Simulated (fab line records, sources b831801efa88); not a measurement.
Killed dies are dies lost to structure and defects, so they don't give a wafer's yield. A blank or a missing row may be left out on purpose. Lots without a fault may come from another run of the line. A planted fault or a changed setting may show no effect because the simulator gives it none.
Which tool did it? | flow gf180mcu | 24 lots, 72 wafers sampled, at 4 steps of a route of 602

WHAT THE GAUGES READ, wafer by wafer
GF_HV_LDD_TW_MEAS_23. Usual: HV_LDD_2_TW 1050, standard deviation 9.3.
lot  | measured     | on            | HV_LDD_2_TW    | flag
L074 | day 10 19:24 | film_metro-03 | 1046 1046 1048 |
L075 | day 10 23:30 | film_metro-03 | 1046 1043 1047 |
L076 | day 11 04:53 | film_metro-02 | 1064 1061 1060 |
L077 | day 11 16:53 | film_metro-03 | 1043 1047 1045 |
L078 | day 12 01:51 | film_metro-02 | 1063 1056 1062 |
L079 | day 12 13:51 | film_metro-04 | 1028 1037 1032 |
L080 | day 12 16:57 | film_metro-02 | 1059 1056 1061 |
L081 | day 12 20:05 | film_metro-02 | 1061 1059 1057 |
L082 | day 13 07:08 | film_metro-03 | 1047 1047 1048 |
L083 | day 13 15:40 | film_metro-03 | 1043 1047 1049 |
L084 | day 13 22:48 | film_metro-04 | 1040 1037 1041 |
L085 | day 14 05:04 | film_metro-03 | 1052 1050 1055 |
L086 | day 14 13:07 | film_metro-03 | 1051 1048 1048 |
L087 | day 14 22:20 | film_metro-03 | 1048 1051 1053 |
L088 | day 15 04:19 | film_metro-02 | 1062 1059 1059 |
L089 | day 15 15:53 | film_metro-04 | 1040 1043 1038 |
L090 | day 15 20:27 | film_metro-03 | 1047 1048 1053 |
L091 | day 16 02:21 | film_metro-02 | 1066 1065 1063 |
L092 | day 16 09:23 | film_metro-04 | 1038 1040 1041 |
L093 | day 16 17:52 | film_metro-02 | 1064 1065 1067 |
L094 | day 16 23:34 | film_metro-02 | 1063 1064 1061 |
L095 | day 17 09:45 | film_metro-03 | 1039 1045 1043 |
L096 | day 17 15:17 | film_metro-03 | 1041 1046 1038 |
L097 | day 18 01:04 | film_metro-04 | 1040 1044 1041 |

GF_SAB_OVL_MEAS_10. Usual: SAB_OVL -0.2 nm, standard deviation 1.4.
lot  | measured     | on         | SAB_OVL (nm)   | flag
L074 | day 15 01:38 | overlay-02 | -0.1 1.6 2.1   |
L075 | day 15 09:28 | overlay-02 | 0.2 0.9 -0.3   |
L076 | day 15 12:38 | overlay-01 | -1.3 -2.0 0.1  |
L077 | day 16 06:05 | overlay-01 | 0.1 -1.0 -0.1  |
L078 | day 16 15:04 | overlay-01 | 1.4 0.0 -1.2   |
L079 | day 17 04:25 | overlay-01 | -1.3 -3.0 -1.3 |
L080 | day 17 07:53 | overlay-01 | 1.8 0.1 0.0    |
L081 | day 17 13:36 | overlay-01 | -2.0 -1.9 -0.7 |
L082 | day 18 03:04 | overlay-01 | 0.4 -0.1 -0.7  |
L083 | day 18 15:55 | overlay-01 | -2.6 -1.7 -0.2 |
L084 | day 18 19:19 | overlay-01 | 1.3 0.8 2.2    |
L085 | day 18 23:46 | overlay-01 | -1.0 -2.2 0.9  |
L086 | day 19 12:01 | overlay-01 | 2.4 -1.0 0.3   |
L087 | day 19 21:26 | overlay-01 | 1.1 -1.9 0.7   |
L088 | day 20 03:34 | overlay-01 | -0.4 -2.7 -1.0 |
L089 | day 20 18:00 | overlay-01 | 1.5 0.1 -0.4   |
L090 | day 20 23:20 | overlay-02 | 0.6 2.4 0.9    |
L091 | day 21 05:32 | overlay-02 | -1.3 1.0 -1.7  |
L092 | day 21 12:06 | overlay-02 | 1.0 0.3 1.8    |
L093 | day 21 21:40 | overlay-01 | 0.9 1.0 1.1    |
L094 | day 22 02:16 | overlay-02 | -2.3 -2.1 -0.9 |
L095 | day 22 14:58 | overlay-01 | 0.0 1.0 -0.2   |
L096 | day 22 19:57 | overlay-01 | -0.9 0.5 -0.6  |
L097 | day 23 06:16 | overlay-01 | -2.5 -1.2 -0.7 |

GF_V3_THK_MEAS_03. Usual: V3_CVD_02_THK 849 nm, standard deviation 9.7.
lot  | measured     | on            | V3_CVD_02_THK (nm) | flag
L074 | day 21 05:47 | film_metro-02 | 831 854 854        |
L075 | day 21 17:43 | film_metro-04 | 836 825 841        |
L076 | day 21 20:05 | film_metro-02 | 849 838 865        |
L077 | day 22 13:10 | film_metro-04 | 855 857 854        |
L078 | day 22 23:55 | film_metro-01 | 848 858 852        |
L079 | day 23 13:07 | film_metro-02 | 849 852 864        |
L080 | day 23 16:15 | film_metro-01 | 829 840 845        |
L081 | day 23 23:17 | film_metro-04 | 831 850 849        |
L082 | day 24 11:04 | film_metro-02 | 837 842 847        |
L083 | day 24 22:14 | film_metro-02 | 838 865 868        |
L084 | day 25 01:42 | film_metro-02 | 851 847 856        |
L085 | day 25 04:35 | film_metro-02 | 860 850 856        |
L086 | day 25 16:06 | film_metro-02 | 857 852 863        |
L087 | day 26 01:41 | film_metro-01 | 845 866 863        |
L088 | day 26 06:13 | film_metro-04 | 835 860 860        |
L089 | day 26 18:29 | film_metro-02 | 834 847 846        |
L090 | day 26 23:22 | film_metro-01 | 833 841 845        |
L091 | day 27 04:50 | film_metro-04 | 840 855 860        |
L092 | day 27 10:36 | film_metro-02 | 835 863 853        |
L093 | day 27 18:50 | film_metro-02 | 862 859 859        |
L094 | day 27 22:47 | film_metro-01 | 847 855 852        |
L095 | day 28 10:14 | film_metro-02 | 847 836 853        |
L096 | day 28 14:29 | film_metro-02 | 841 853 841        |
L097 | day 28 20:58 | film_metro-02 | 857 854 860        |

WHICH TOOL RAN EACH LOT (tool, then ch and the chambers of the sampled wafers, then the start)
lot  | GF_CONTACT_STRIP_18
L074 | plasma_asher-01 ch 0,1, day 16 00:00
L075 | plasma_asher-03 ch 0,1, day 16 08:52
L076 | plasma_asher-01 ch 0,1, day 16 12:12
L077 | plasma_asher-04 ch 0,1, day 17 06:46
L078 | plasma_asher-03 ch 0,1, day 17 15:55
L079 | plasma_asher-03 ch 0,1, day 18 05:50
L080 | plasma_asher-04 ch 0,1, day 18 08:40
L081 | plasma_asher-04 ch 0,1, day 18 15:09
L082 | plasma_asher-04 ch 0,1, day 19 05:45
L083 | plasma_asher-01 ch 0,1, day 19 17:53
L084 | plasma_asher-03 ch 0,1, day 19 21:18
L085 | plasma_asher-04 ch 0,1, day 20 01:26
L086 | plasma_asher-04 ch 0,1, day 20 13:56
L087 | plasma_asher-01 ch 0,1, day 20 23:48
L088 | plasma_asher-04 ch 0,1, day 21 05:32
L089 | plasma_asher-04 ch 0,1, day 21 19:36
L090 | plasma_asher-03 ch 0,1, day 22 00:42
L091 | plasma_asher-04 ch 0,1, day 22 07:00
L092 | plasma_asher-03 ch 0,1, day 22 13:38
L093 | plasma_asher-04 ch 0,1, day 22 22:47
L094 | plasma_asher-03 ch 0,1, day 23 03:56
L095 | plasma_asher-03 ch 0,1, day 23 15:24
L096 | plasma_asher-03 ch 0,1, day 23 21:09
L097 | plasma_asher-01 ch 0,1, day 24 06:44
- GF_CONTACT_STRIP_18: strips in O2/N2.

WHAT THE TOOLS THEMSELVES READ (means of the sampled wafers that have a number; where no wafer has one, the mark that the record gives instead)
GF_CONTACT_STRIP_18. Usual: drypump_motor_current_A 5.6 A, standard deviation 0.43; heater_power_w 332 W, standard deviation 17; oes_product_au 0.582 a.u., standard deviation 0.0049.
lot  | tool            | drypump_motor_current_A (A) | heater_power_w (W) | oes_product_au (a.u.) | flag
L074 | plasma_asher-01 | 5.8                         | 326                | 0.580                 |
L075 | plasma_asher-03 | 5.6                         | 327                | 0.581                 |
L076 | plasma_asher-01 | 5.8                         | 331                | 0.582                 |
L077 | plasma_asher-04 | 5.7                         | 335                | 0.586                 |
L078 | plasma_asher-03 | 5.6                         | 321                | 0.583                 |
L079 | plasma_asher-03 | 5.7                         | 323                | 0.588                 |
L080 | plasma_asher-04 | 5.5                         | 326                | 0.577                 |
L081 | plasma_asher-04 | 5.7                         | 333                | 0.581                 |
L082 | plasma_asher-04 | 5.7                         | 333                | 0.582                 |
L083 | plasma_asher-01 | 5.9                         | 348                | 0.582                 |
L084 | plasma_asher-03 | 5.3                         | 335                | 0.586                 |
L085 | plasma_asher-04 | 5.7                         | 329                | 0.585                 |
L086 | plasma_asher-04 | 5.5                         | 332                | 0.582                 |
L087 | plasma_asher-01 | 5.8                         | 329                | 0.581                 |
L088 | plasma_asher-04 | 5.5                         | 330                | 0.581                 |
L089 | plasma_asher-04 | 5.4                         | 326                | 0.582                 |
L090 | plasma_asher-03 | 5.6                         | 334                | 0.579                 |
L091 | plasma_asher-04 | 5.5                         | 329                | 0.578                 |
L092 | plasma_asher-03 | 5.3                         | 327                | 0.585                 |
L093 | plasma_asher-04 | 5.7                         | 333                | 0.583                 |
L094 | plasma_asher-03 | 5.3                         | 333                | 0.583                 |
L095 | plasma_asher-03 | 5.2                         | 333                | 0.581                 |
L096 | plasma_asher-03 | 5.3                         | 329                | 0.583                 |
L097 | plasma_asher-01 | 5.8                         | 328                | 0.577                 |

THE ANSWER, worked out from the rows above alone
Rule: a lot is off if the mean of its wafers that have a number lies more than 3 standard deviations from the usual mean. A lot without any number at a reading at which 4 lots or more have one is off too. The other lots that the step has rows for count as sound. The gauges are gone through in route order, then the tools' own readings, and for those a lot's mean is taken as printed above. The first step at which some lot is off is used, and at that step the reading that is off furthest; a lot without a number counts as furthest.
No lot is off at any reading shown: from this, nothing can be told.

WHAT THE SIMULATOR HAD PUT IN
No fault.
